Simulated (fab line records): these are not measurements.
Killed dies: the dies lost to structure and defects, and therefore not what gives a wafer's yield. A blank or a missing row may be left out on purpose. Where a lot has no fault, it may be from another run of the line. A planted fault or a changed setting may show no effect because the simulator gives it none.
fab line records	flow sky130
record: lots: 5	wafers: 15	last-day: 49
route steps=708 shown POLY_CUT@317 SD_P@320 RES_XHIGH@332 SD_N@342 PAD_OPEN@708
lots that met no fault: taken from a fault-free run of the same line
start-h: the number of hours between the record's first day and the start of the first shown wafer of the lot	wait-h: hours from the lot's prior step to this one	" the same as in the row above	L1.1+2: one row covering several wafers at once	- either no value or no given start	* or withheld: withheld	< > ~ a bound
route shown NAME@n: names a module that has steps shown in the file, with the first one's number in the route	usual: mean/standard deviation taken from wafers without a fault	same: alike in all rows	chamber/n: place in a boat	sites: the reading at each site	_std_site: the standard deviation of these	_edge_site: outer sites' mean less inner sites'	radius-mm: how far each site lies from the wafer's centre	mask NAME#n: copy n	behind: the tool/chamber that last shaped the wafer	hold: what put the lot on hold/how long, in hours/how the hold closed	device: which transistor (n, p or np) failed to switch	end of line: the route-end tests of the same wafers	for a step that has no rows: nothing shown but its recipe	killed: the dies lost at the first sort to structure and to defects; this is not the yield of the wafer	map: shows each die of a wafer: x if killed, . if not, _ if none is there
set.NAME: the setting the step ran with; set.NAME@STEP: the setting that earlier step ran with	model.NAME: the simulator's own value behind a step, which no gauge read
certain route steps with their lots: each step a table, each wafer a row
services: from which hour (start-h, from the record's first day; less than 0 if before it) a tool's chamber was out of use, for how many hours, and why
== steps ==
step: SKY_POLY_CUT_ETCH_10
recipe: chemistry: N2/H2	target: BARC	ion-energy-ev: 200	source-w: 500	bias-w: 100	pressure-mtorr: 30	n2-flow-sccm: 100	h2-flow-sccm: 200	stop-on: SiO2	time-s: 45.9	target-depth-a: 600
step: SKY_POLY_CUT_ETCH_11
recipe: target: Si3N4	chemistry: CF4/CH2F2/Ar	stop-on: poly-Si	source-w: 600	bias-w: 150	pressure-mtorr: 40	cf4-flow-sccm: 40	ch2f2-flow-sccm: 20	Ar_flow_sccm: 150	time-s: 42.5	target-depth-a: 600
step: SKY_POLY_CUT_STRIP_12
recipe: chemistry: O2/N2	power-w: 1400	pressure-mtorr: 1500	platen-temp-c: withheld	o2-flow-sccm: 3000	n2-flow-sccm: 300	overash-fraction: 0.5
step: SKY_SD_P_DEHYDRATE_00
recipe: temp-c: 200	time-s: 60
step: SKY_SD_P_HMDS_01
recipe: prime-time-s: 60	prime-temp-c: 120
step: SKY_SD_P_COAT_02
recipe: resist: NOVOLAK	spin-rpm: 3000	resist-thk-nm: 1140
step: SKY_SD_P_SOFTBAKE_03
recipe: temp-c: 90	time-s: 60	resist: NOVOLAK
step: SKY_SD_P_EXPOSE_04
recipe: mask-id: PSDM	na: 0.6	source-shape: conventional	sigma-outer: 0.6	polarization: unpolarized	target-cd-nm: 380	dose-mj: 138
step: SKY_SD_P_PEB_05
recipe: temp-c: withheld	time-s: *	resist: NOVOLAK
step: SKY_SD_P_DEVELOP_06
recipe: resist: NOVOLAK	developer: TMAH	develop-time-s: 60	dev-temp-c: 23
step: SKY_SD_P_IMPLANT_09
recipe: species: BF2	energy-kev: 20	dose-cm2: 3e+15	tilt-deg: 0
usual: dose-ions-cm2: 3e+15/3.3e+12
lot.wafer	tool	chamber	start-h	wait-h	dose-ions-cm2
L261.4	implanter-03	0	702.79	0.1	2.993e+15
L261.5	"	0	"	"	3e+15
L261.6	"	0	"	"	3e+15
L263.2	implanter-03	0	709.32	0.0	2.094e+15
L263.4	"	0	"	"	2.089e+15
L263.6	"	0	"	"	2.093e+15
L264.3	implanter-03	0	719.06	0.1	2.088e+15
L264.4	"	0	"	"	2.084e+15
L264.6	"	0	"	"	2.09e+15
L265.1	implanter-01	0	720.81	0.0	2.999e+15
L265.2	"	0	"	"	3.001e+15
L265.4	"	0	"	"	3.002e+15
L266.2	implanter-03	0	744.24	0.0	2.091e+15
L266.3	"	0	"	"	2.094e+15
L266.4	"	0	"	"	2.089e+15
step: SKY_SD_P_STRIP_10
recipe: chemistry: O2/N2	power-w: 1400	pressure-mtorr: 1500	platen-temp-c: withheld	o2-flow-sccm: 3000	n2-flow-sccm: 300	overash-fraction: 0.5
usual: drypump-motor-current-A: 5.7/0.59	oes-product-au: 0.617/0.0049	strip-time-to-endpoint-s: 17.51/0.037
lot.wafer	tool	chamber	start-h	wait-h	drypump-motor-current-A	oes-product-au	rf-hours-counter-h	strip-time-to-endpoint-s
L261.4	plasma-asher-03	1	702.90	0.1	6.5	0.620	-	17.48
L261.5	"	1	"	"	6.5	0.615	-	17.50
L261.6	"	0	"	"	5.2	0.618	-	17.52
L263.2	plasma-asher-02	0	709.44	0.1	6.1	0.637	27	16.69
L263.4	"	0	"	"	6.0	0.631	-	16.78
L263.6	"	0	"	"	6.0	0.639	-	16.74
L264.3	plasma-asher-03	0	719.19	0.1	5.2	0.637	-	16.78
L264.4	"	1	"	"	6.5	0.628	-	16.82
L264.6	"	0	"	"	5.2	0.639	-	16.76
L265.1	plasma-asher-03	0	720.96	0.1	5.2	0.610	58	17.48
L265.2	"	1	"	"	6.6	0.623	58	17.46
L265.4	"	1	"	"	6.6	0.620	-	17.51
L266.2	plasma-asher-03	1	744.36	0.1	6.5	0.638	60	16.78
L266.3	"	1	"	"	6.5	0.636	-	16.75
L266.4	"	0	"	"	5.2	0.625	-	16.80
step: SKY_SD_P_TW_MEAS_11
usual: SD_P_TW: 2795/20
lot.wafer	tool	chamber	start-h	wait-h	SD_P_TW
L261.4	film-metro-02	-	702.99	0.1	2807
L261.5	"	-	"	"	2824
L261.6	"	-	"	"	2826
L263.2	film-metro-02	-	709.55	0.1	2630
L263.4	"	-	"	"	2640
L263.6	"	-	"	"	2627
L264.3	film-metro-02	-	719.28	0.1	2619
L264.4	"	-	"	"	2628
L264.6	"	-	"	"	2628
L265.1	film-metro-03	-	721.06	0.1	2785
L265.2	"	-	"	"	2784
L265.4	"	-	"	"	2781
L266.2	film-metro-02	-	744.47	0.1	2609
L266.3	"	-	"	"	2612
L266.4	"	-	"	"	2611
step: SKY_RES_XHIGH_DEHYDRATE_00
recipe: temp-c: 200	time-s: 60
step: SKY_RES_XHIGH_HMDS_01
recipe: prime-time-s: 60	prime-temp-c: 120
step: SKY_RES_XHIGH_COAT_02
recipe: resist: NOVOLAK	spin-rpm: 3000	resist-thk-nm: 1140
step: SKY_RES_XHIGH_SOFTBAKE_03
recipe: temp-c: 90	time-s: 60	resist: NOVOLAK
step: SKY_RES_XHIGH_EXPOSE_04
recipe: mask-id: URPM	na: 0.6	source-shape: conventional	sigma-outer: 0.6	polarization: unpolarized	target-cd-nm: 1270	dose-mj: 140
step: SKY_RES_XHIGH_PEB_05
recipe: temp-c: withheld	time-s: *	resist: NOVOLAK
step: SKY_RES_XHIGH_DEVELOP_06
recipe: resist: NOVOLAK	developer: TMAH	develop-time-s: 60	dev-temp-c: 23
step: SKY_RES_XHIGH_IMPLANT_07
recipe: species: BF2	energy-kev: 20	dose-cm2: 3.6e+14	tilt-deg: 0
step: SKY_RES_XHIGH_STRIP_08
recipe: chemistry: O2/N2	power-w: 1400	pressure-mtorr: 1500	platen-temp-c: withheld	o2-flow-sccm: 3000	n2-flow-sccm: 300	overash-fraction: 0.5
step: SKY_SD_N_DEHYDRATE_00
recipe: temp-c: 200	time-s: 60
step: SKY_SD_N_HMDS_01
recipe: prime-time-s: 60	prime-temp-c: 120
step: SKY_SD_N_COAT_02
recipe: resist: NOVOLAK	spin-rpm: 3000	resist-thk-nm: 1140
step: SKY_SD_N_SOFTBAKE_03
recipe: temp-c: 90	time-s: 60	resist: NOVOLAK
step: SKY_SD_N_EXPOSE_04
recipe: mask-id: NSDM	na: 0.6	source-shape: conventional	sigma-outer: 0.6	polarization: unpolarized	target-cd-nm: 380	dose-mj: 141
step: SKY_SD_N_PEB_05
recipe: temp-c: withheld	time-s: *	resist: NOVOLAK
step: SKY_SD_N_DEVELOP_06
recipe: resist: NOVOLAK	developer: TMAH	develop-time-s: 60	dev-temp-c: 23
step: SKY_SD_N_IMPLANT_09
recipe: species: As	energy-kev: 50	dose-cm2: 4e+15	tilt-deg: 0
step: SKY_SD_N_IMPLANT_10
recipe: species: P	energy-kev: 20	dose-cm2: 1e+14	tilt-deg: 0
step: SKY_SD_N_STRIP_11
recipe: chemistry: O2/N2	power-w: 1400	pressure-mtorr: 1500	platen-temp-c: withheld	o2-flow-sccm: 3000	n2-flow-sccm: 300	overash-fraction: 0.5
step: SKY_SD_N_CLEAN_13
recipe: chemistry: SC1/SC2	mix: 1:4:20	temp-c: 70	time-s: 150	dry: n2-spin
step: SKY_SD_N_RTA_14
recipe: temp-c: 1075	time-s: 2	idle-temp-c: 650	ramp-up-c-per-s: 150	ramp-down-c-per-s: 90	ambient: N2
step: SKY_SD_N_RS_MEAS_17
recipe: thk-meas-gauge: four-point-probe
usual: SD_P_RS: 147.0/0.39
lot.wafer	tool	chamber	start-h	wait-h	SD_P_RS[ohm/sq]
L261.4	film-metro-02	-	759.40	0.1	147.4
L261.5	"	-	"	"	147.3
L261.6	"	-	"	"	147.3
L263.2	film-metro-02	-	763.89	0.1	152.8
L263.4	"	-	"	"	152.9
L263.6	"	-	"	"	152.3
L264.3	film-metro-02	-	774.50	0.1	152.6
L264.4	"	-	"	"	152.6
L264.6	"	-	"	"	153.0
L265.1	film-metro-04	-	775.44	0.1	146.9
L265.2	"	-	"	"	146.6
L265.4	"	-	"	"	146.9
L266.2	film-metro-04	-	798.01	0.1	152.4
L266.3	"	-	"	"	152.7
L266.4	"	-	"	"	153.4
step: SKY_PAD_OPEN_PROBE_99
usual: killed_at_M0_to_M3: 43/7.2	killed_at_M4_up: 3.3/1.8	killed-at-contacts: 23/5.5	killed-at-front-end: 16/5.1	killed-at-other: 0.4/0.65	killed-dies: 85/10	killed-open: 46/7.1	killed-short: 38/7.2
same: gross-dies: 492	killed-at-back-side: 0
lot.wafer	tool	chamber	start-h	wait-h	killed_at_M0_to_M3	killed_at_M4_up	killed-at-contacts	killed-at-front-end	killed-at-other	killed-dies	killed-open	killed-short	model.etest.licon-high-po.rc-ohm	model.etest.res-high-po.line-ohm-um	model.etest.res-pdiff.line-ohm-um	model.etest.pfet_01v8.r-on-ohm-um	model.etest.pfet-g5v0d10v5.r-on-ohm-um	model.etest.res-high-po.rs-ohm-sq	model.etest.licon-pdiff.rc-ohm	model.etest.res-pdiff-hv.rs-ohm-sq
L261.4	prober-02	-	1153.88	0.2	44	3	28	18	2	95	50	42	349.9	762	1418	2940	4837	266.3	595.2	190.6
L261.5	prober-02	-	1153.93	0.2	47	4	26	23	2	102	52	48	350.8	748.8	1427	2851	4788	262.5	584.8	190.8
L261.6	prober-02	-	1153.98	0.2	35	5	24	23	1	88	36	49	373.4	768.9	1395	2914	4790	270.1	590.9	190.1
L263.2	prober-02	-	1157.48	0.1	31	2	28	17	0	78	45	33	598	966.6	1578	3136	4880	339.8	645.2	214.6
L263.4	prober-02	-	1157.58	0.2	50	1	36	8	0	95	55	39	611.7	964.5	1551	3142	4849	343	662.9	213.6
L263.6	prober-02	-	1157.68	0.2	42	5	17	13	0	77	41	35	636.2	979.5	1569	3108	4840	352	682	213.4
L264.3	prober-01	-	1165.63	0.2	44	5	27	8	0	84	56	28	600.5	987.9	1507	2946	4818	342.4	650.2	208.4
L264.4	prober-01	-	1165.68	0.2	38	5	18	7	1	69	43	25	601.5	992.1	1542	2988	4927	344.8	658.1	209.7
L264.6	prober-01	-	1165.78	0.2	54	1	25	10	0	90	54	35	624.2	1008	1533	2916	4799	350.3	662.1	208.9
L265.1	prober-02	-	1166.40	0.1	45	3	19	15	0	82	42	40	370.3	750.1	1373	2868	4660	261.9	609.1	191.9
L265.2	prober-02	-	1166.45	0.1	40	4	20	13	0	77	38	39	360	738.9	1389	2886	4665	257.8	567.5	194.1
L265.4	prober-02	-	1166.55	0.2	34	5	19	8	0	66	41	25	357.6	762.4	1366	2896	4668	264.6	586	191.1
L266.2	prober-01	-	1179.62	0.1	44	4	23	18	0	89	53	36	621.5	983.6	1531	3016	4816	342.6	687.9	210.6
L266.3	prober-01	-	1179.67	0.2	46	0	17	15	1	79	39	40	596.7	986	1526	3036	4812	347.6	679.9	210.2
L266.4	prober-01	-	1179.72	0.2	41	4	26	19	0	90	54	36	616.6	980.7	1521	3038	4801	345	658.7	211.6
killed by level:class
L261.4 LI_CONTACT:geometric-particle:open=10 VIA2:geometric-particle:open=10 CONTACT:geometric-particle:open=7 CONTACT:geometric-particle:short=7 METAL1:geometric-particle:short=6 METAL2:geometric-particle:short=6 FIELD_ISO:geometric-particle:open=5 VIA1:geometric-particle:open=5
L261.5 VIA2:geometric-particle:open=10 LI_CONTACT:geometric-particle:open=8 VIA1:geometric-particle:open=8 POLY_GATE:geometric-particle:open=7 VIA1:geometric-particle:short=7 CONTACT:geometric-particle:short=6 FIELD_ISO:geometric-particle:open=5 LOCAL_INTERCONNECT:geometric-particle:short=5
L261.6 CONTACT:geometric-particle:open=8 POLY_GATE:geometric-particle:short=7 LOCAL_INTERCONNECT:geometric-particle:short=7 POLY_GATE:geometric-particle:open=6 VIA1:geometric-particle:short=6 VIA1:geometric-particle:open=6 VIA2:geometric-particle:open=6 FIELD_ISO:geometric-particle:short=5
L263.2 CONTACT:geometric-particle:open=10 VIA1:geometric-particle:open=10 LI_CONTACT:geometric-particle:open=8 LOCAL_INTERCONNECT:geometric-particle:short=5 FIELD_ISO:geometric-particle:open=4 FIELD_ISO:geometric-particle:short=4 METAL2:geometric-particle:short=4 VIA2:geometric-particle:short=3
L263.4 CONTACT:geometric-particle:open=16 VIA1:geometric-particle:open=11 VIA3:geometric-particle:open=9 CONTACT:geometric-particle:short=8 LI_CONTACT:geometric-particle:open=5 VIA2:geometric-particle:open=5 METAL1:geometric-particle:short=5 METAL2:geometric-particle:short=5
L263.6 METAL2:geometric-particle:short=9 VIA1:geometric-particle:open=9 VIA2:geometric-particle:open=8 LI_CONTACT:geometric-particle:open=6 CONTACT:geometric-particle:open=5 POLY_GATE:geometric-particle:short=4 METAL1:geometric-particle:short=4 POLY_GATE:geometric-particle:open=3
L264.3 CONTACT:geometric-particle:open=13 VIA2:geometric-particle:open=10 VIA1:geometric-particle:open=9 VIA1:geometric-particle:short=7 LI_CONTACT:geometric-particle:open=4 CONTACT:geometric-particle:short=4 VIA3:geometric-particle:open=4 POLY_GATE:geometric-particle:open=3
L264.4 VIA1:geometric-particle:open=10 CONTACT:geometric-particle:open=7 VIA2:geometric-particle:open=5 VIA1:geometric-particle:short=4 METAL2:geometric-particle:open=4 VIA3:geometric-particle:open=4 POLY_GATE:geometric-particle:open=3 LI_CONTACT:geometric-particle:open=3
L264.6 VIA1:geometric-particle:open=18 CONTACT:geometric-particle:open=8 VIA3:geometric-particle:open=8 CONTACT:geometric-particle:short=6 VIA2:geometric-particle:open=6 METAL2:geometric-particle:short=6 LI_CONTACT:geometric-particle:open=5 METAL1:geometric-particle:short=4
L265.1 VIA1:geometric-particle:open=8 VIA2:geometric-particle:open=7 CONTACT:geometric-particle:open=7 VIA1:geometric-particle:short=7 VIA3:geometric-particle:short=5 FIELD_ISO:geometric-particle:short=4 POLY_GATE:geometric-particle:open=4 LI_CONTACT:geometric-particle:open=4
L265.2 FIELD_ISO:geometric-particle:open=8 VIA1:geometric-particle:open=8 LOCAL_INTERCONNECT:geometric-particle:short=7 VIA3:geometric-particle:open=7 METAL1:geometric-particle:short=6 VIA1:geometric-particle:short=6 LI_CONTACT:geometric-particle:open=5 CONTACT:geometric-particle:short=5
L265.4 CONTACT:geometric-particle:open=8 VIA3:geometric-particle:open=7 VIA1:geometric-particle:open=7 LI_CONTACT:geometric-particle:short=4 VIA2:geometric-particle:open=4 METAL1:geometric-particle:short=4 FIELD_ISO:geometric-particle:open=3 LI_CONTACT:geometric-particle:open=3
L266.2 VIA1:geometric-particle:open=13 CONTACT:geometric-particle:open=10 LI_CONTACT:geometric-particle:open=9 VIA2:geometric-particle:open=7 METAL1:geometric-particle:short=6 FIELD_ISO:geometric-particle:open=5 VIA1:geometric-particle:short=5 VIA3:geometric-particle:open=5
L266.3 VIA1:geometric-particle:open=11 POLY_GATE:geometric-particle:short=6 LI_CONTACT:geometric-particle:open=6 METAL2:geometric-particle:short=6 FIELD_ISO:geometric-particle:open=5 VIA2:geometric-particle:open=5 VIA1:geometric-particle:short=5 VIA3:geometric-particle:open=5
L266.4 LI_CONTACT:geometric-particle:open=10 VIA3:geometric-particle:open=10 POLY_GATE:geometric-particle:short=8 CONTACT:geometric-particle:open=8 VIA1:geometric-particle:open=8 VIA2:geometric-particle:open=6 FIELD_ISO:geometric-particle:open=5 LOCAL_INTERCONNECT:geometric-particle:short=4
== services ==
tool	chamber	start-h	hours	kind
implanter-03	-	689.00	3.7	repair
implanter-01	-	714.55	3.3	repair
implanter-03	-	744.39	2.9	repair
== key ==
first-sign: step: SKY_SD_P_IMPLANT_09	reading: dose-ions-cm2	direction: down	sigmas: 99+	usual: *	struck: *
effect: step: SKY_SD_P_STRIP_10	reading: strip-time-to-endpoint-s	direction: down	sigmas: 20	usual: *	struck: *
effect: step: SKY_SD_P_TW_MEAS_11	reading: SD_P_TW	direction: down	sigmas: 8.4	usual: 2795	struck: 2623
effect: step: SKY_SD_N_RS_MEAS_17	reading: SD_P_RS	direction: up	sigmas: 15	usual: 147.0	struck: 152.7
model-effect: step: SKY_PAD_OPEN_PROBE_99	value: etest.licon-high-po.rc-ohm	without: 351.2	struck: 611.9
met-at SKY_SD_P_IMPLANT_09
struck-wafers L263.2,L263.4,L263.6,L264.3,L264.4,L264.6,L266.2,L266.3,L266.4
tester-left-out L263,L264,L266
onset-between 702.79 709.32
fault: kind: process-parameter-drift	tool: implanter-03	chamber: -	onset-h: 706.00	steps: SKY_SD_P_IMPLANT_09	channel: dose-cm2	offset: *	shape: step	end-h: 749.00	acts-in: *	stated: *
tester-left-out: of these lots the tester's yield and bins aren't shown, on N5 and GAA mostly nor the transistor test; their killed dies are dies lost to structure and defects alone, not to doping, threshold or leakage, so they don't give the yield
